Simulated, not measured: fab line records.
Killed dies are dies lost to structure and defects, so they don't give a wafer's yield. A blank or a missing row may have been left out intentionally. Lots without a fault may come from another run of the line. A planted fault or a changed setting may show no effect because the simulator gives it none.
What tool caused it? | flow sky130 | 15 lots, 45 wafers sampled, at 4 steps of a route of 708

## WHAT THE GAUGES SHOWED, per wafer
SKY_VIA4_RS_MEAS_19: measures by four-point-probe. Usual: VIA4_W_RS gives 0.2279 ohm/sq (standard deviation 0.0023).
lot  | measured     | on            | VIA4_W_RS (ohm/sq)   | flag
L454 | day 43 09:32 | film_metro-03 | 0.2314 0.2247 0.2295 |
L455 | day 43 20:48 | film_metro-04 | 0.2259 0.2268 0.2280 |
L456 | day 44 02:11 | film_metro-01 | 0.2274 0.2300 0.2276 |
L458 | day 44 11:00 | film_metro-03 | 0.2266 0.2260 0.2283 |
L459 | day 44 20:08 | film_metro-01 | 0.2271 0.2258 0.2272 |
L461 | day 45 04:44 | film_metro-01 | 0.2297 0.2306 0.2294 |
L466 | day 46 10:16 | film_metro-01 | 58.786 57.306 58.824 | OFF
L467 | day 46 22:34 | film_metro-03 | 58.840 58.467 58.409 | OFF
L468 | day 47 05:03 | film_metro-04 | 56.975 57.054 57.854 | OFF
L469 | day 47 10:27 | film_metro-01 | 0.2303 0.2290 0.2262 |
L472 | day 47 18:39 | film_metro-03 | 0.2296 0.2328 0.2318 |
L473 | day 48 00:31 | film_metro-03 | 0.2272 0.2299 0.2283 |
L474 | day 48 12:14 | film_metro-01 | 0.2261 0.2239 0.2255 |
L475 | day 48 20:14 | film_metro-04 | 0.2288 0.2258 0.2258 |
L476 | day 49 02:17 | film_metro-03 | 0.2278 0.2294 0.2279 |

SKY_VIA4_THK_MEAS_20: measures by xrf. Usual: VIA4_W_THK gives 496 nm (standard deviation 6.6).
lot  | measured     | on            | VIA4_W_THK (nm) | flag
L454 | day 43 09:38 | film_metro-03 | 487 501 492     |
L455 | day 43 20:55 | film_metro-04 | 497 499 493     |
L456 | day 44 02:19 | film_metro-01 | 504 500 503     |
L458 | day 44 11:07 | film_metro-03 | 498 504 498     |
L459 | day 44 20:15 | film_metro-01 | 502 507 501     |
L461 | day 45 04:50 | film_metro-01 | 492 491 496     |
L466 | day 46 10:22 | film_metro-01 | <0 - -          | OFF
L467 | day 46 22:40 | film_metro-03 | - <0 -          | OFF
L468 | day 47 05:08 | film_metro-04 | - - -           | OFF
L469 | day 47 10:34 | film_metro-01 | 487 495 500     |
L472 | day 47 18:46 | film_metro-03 | 494 486 486     |
L473 | day 48 00:38 | film_metro-03 | 493 487 493     |
L474 | day 48 12:22 | film_metro-01 | 506 508 509     |
L475 | day 48 20:21 | film_metro-04 | 491 496 496     |
L476 | day 49 02:23 | film_metro-03 | 489 486 490     |

## EACH LOT AND THE TOOL THAT RAN IT (in order: tool; ch and the chambers of the sampled wafers; start)
lot  | SKY_VIA4_STRIP_13                    | SKY_VIA4_CVD_18
L454 | plasma_asher-01 ch 0,1, day 43 08:43 | cvd_w-01 ch 0,1, day 43 09:23
L455 | plasma_asher-03 ch 0,1, day 43 19:59 | cvd_w-02 ch 0,1, day 43 20:39
L456 | plasma_asher-03 ch 0,1, day 44 01:23 | cvd_w-01 ch 0,1, day 44 02:02
L458 | plasma_asher-03 ch 0,1, day 44 10:11 | cvd_w-02 ch 0,1, day 44 10:50
L459 | plasma_asher-04 ch 0,1, day 44 19:20 | cvd_w-02 ch 0, day 44 19:59
L461 | plasma_asher-01 ch 0,1, day 45 03:53 | cvd_w-01 ch 0,1, day 45 04:35
L466 | plasma_asher-01 ch 0,1, day 46 09:25 | cvd_w-02 ch 0,1, day 46 10:08
L467 | plasma_asher-03 ch 0,1, day 46 21:44 | cvd_w-02 ch 0,1, day 46 22:23
L468 | plasma_asher-04 ch 0,1, day 47 04:04 | cvd_w-01 ch 1, day 47 04:50
L469 | plasma_asher-01 ch 0,1, day 47 09:38 | cvd_w-02 ch 0,1, day 47 10:18
L472 | plasma_asher-01 ch 0,1, day 47 17:50 | cvd_w-01 ch 0,1, day 47 18:29
L473 | plasma_asher-04 ch 0,1, day 47 23:17 | cvd_w-01 ch 0,1, day 48 00:22
L474 | plasma_asher-01 ch 0,1, day 48 11:26 | cvd_w-02 ch 0,1, day 48 12:05
L475 | plasma_asher-01 ch 0,1, day 48 18:47 | cvd_w-02 ch 0,1, day 48 20:04
L476 | plasma_asher-03 ch 0,1, day 49 01:28 | cvd_w-02 ch 0,1, day 49 02:08
- SKY_VIA4_STRIP_13: strips in O2/N2.
- SKY_VIA4_CVD_18: deposits W, target thk 505 nm, time 152.14 s.

## WHAT THE TOOLS THEMSELVES READ (means of the sampled wafers that have a number; where no wafer has one, the mark that the record gives instead)
SKY_VIA4_STRIP_13. Usual: drypump_motor_current_A 5.65 A, standard deviation 0.18; oes_product_au 0.709 a.u., standard deviation 0.0048; strip_time_to_endpoint_s 12.801 s, standard deviation 0.029.
lot  | tool            | drypump_motor_current_A (A) | oes_product_au (a.u.) | strip_time_to_endpoint_s (s) | flag
L454 | plasma_asher-01 | 5.66                        | 0.709                 | 12.802                       |
L455 | plasma_asher-03 | 5.55                        | 0.712                 | 12.809                       |
L456 | plasma_asher-03 | 5.57                        | 0.709                 | 12.784                       |
L458 | plasma_asher-03 | 5.55                        | 0.710                 | 12.799                       |
L459 | plasma_asher-04 | 5.77                        | 0.708                 | 12.795                       |
L461 | plasma_asher-01 | 5.57                        | 0.705                 | 12.761                       |
L466 | plasma_asher-01 | 5.67                        | 0.705                 | 12.817                       |
L467 | plasma_asher-03 | 5.69                        | 0.710                 | 12.830                       |
L468 | plasma_asher-04 | 5.83                        | 0.709                 | 12.785                       |
L469 | plasma_asher-01 | 5.66                        | 0.711                 | 12.812                       |
L472 | plasma_asher-01 | 5.65                        | 0.709                 | 12.807                       |
L473 | plasma_asher-04 | 5.82                        | 0.713                 | 12.820                       |
L474 | plasma_asher-01 | 5.57                        | 0.709                 | 12.801                       |
L475 | plasma_asher-01 | 5.55                        | 0.711                 | 12.790                       |
L476 | plasma_asher-03 | 5.70                        | 0.706                 | 12.788                       |

SKY_VIA4_CVD_18. Usual: chamber_pressure_Torr 40.00 Torr, standard deviation 0.087; heater_power_outer_w 496 W, standard deviation 25; heater_power_w 816 W, standard deviation 76.
lot  | tool     | chamber_pressure_Torr (Torr) | heater_power_outer_w (W) | heater_power_w (W) | flag
L454 | cvd_w-01 | 39.94                        | 526                      | 880                |
L455 | cvd_w-02 | 40.03                        | 467                      | 761                |
L456 | cvd_w-01 | 40.04                        | 527                      | 890                |
L458 | cvd_w-02 | 39.94                        | 469                      | 760                |
L459 | cvd_w-02 | 39.94                        | 479                      | 712                |
L461 | cvd_w-01 | 39.98                        | 526                      | 886                |
L466 | cvd_w-02 | -                            | -                        | -                  | OFF
L467 | cvd_w-02 | -                            | -                        | -                  | OFF
L468 | cvd_w-01 | -                            | -                        | -                  | OFF
L469 | cvd_w-02 | 40.01                        | 467                      | 765                |
L472 | cvd_w-01 | 40.00                        | 527                      | 901                |
L473 | cvd_w-01 | 40.07                        | 526                      | 888                |
L474 | cvd_w-02 | 39.89                        | 473                      | 734                |
L475 | cvd_w-02 | 39.98                        | 471                      | 774                |
L476 | cvd_w-02 | 39.98                        | 477                      | 745                |

## THE ANSWER, worked out from the rows above alone
Rule: a lot is off if the mean of its wafers that have a number lies more than 3 standard deviations from the usual mean. A lot without any number at a reading at which 4 lots or more have one is off too. All remaining lots with rows at the step are treated as sound. The gauges are gone through in route order, then the tools' own readings, and for those a lot's mean is taken as printed above. The first step at which some lot is off is used, and at that step the reading that is off furthest; a lot without a number counts as furthest.
Off: at SKY_VIA4_RS_MEAS_19 (VIA4_W_RS), L466, L467, L468.
A tool fits if, at a process step before that reading, it ran every lot that is off, and no sound lot after the first of them. The gauges at SKY_VIA4_RS_MEAS_19 aren't tried: what is off there is off at SKY_VIA4_CVD_18 too, on other tools, and a gauge's error can't cause that. No candidate that was tried fits.

## WHAT THE SIMULATOR HAD PUT IN
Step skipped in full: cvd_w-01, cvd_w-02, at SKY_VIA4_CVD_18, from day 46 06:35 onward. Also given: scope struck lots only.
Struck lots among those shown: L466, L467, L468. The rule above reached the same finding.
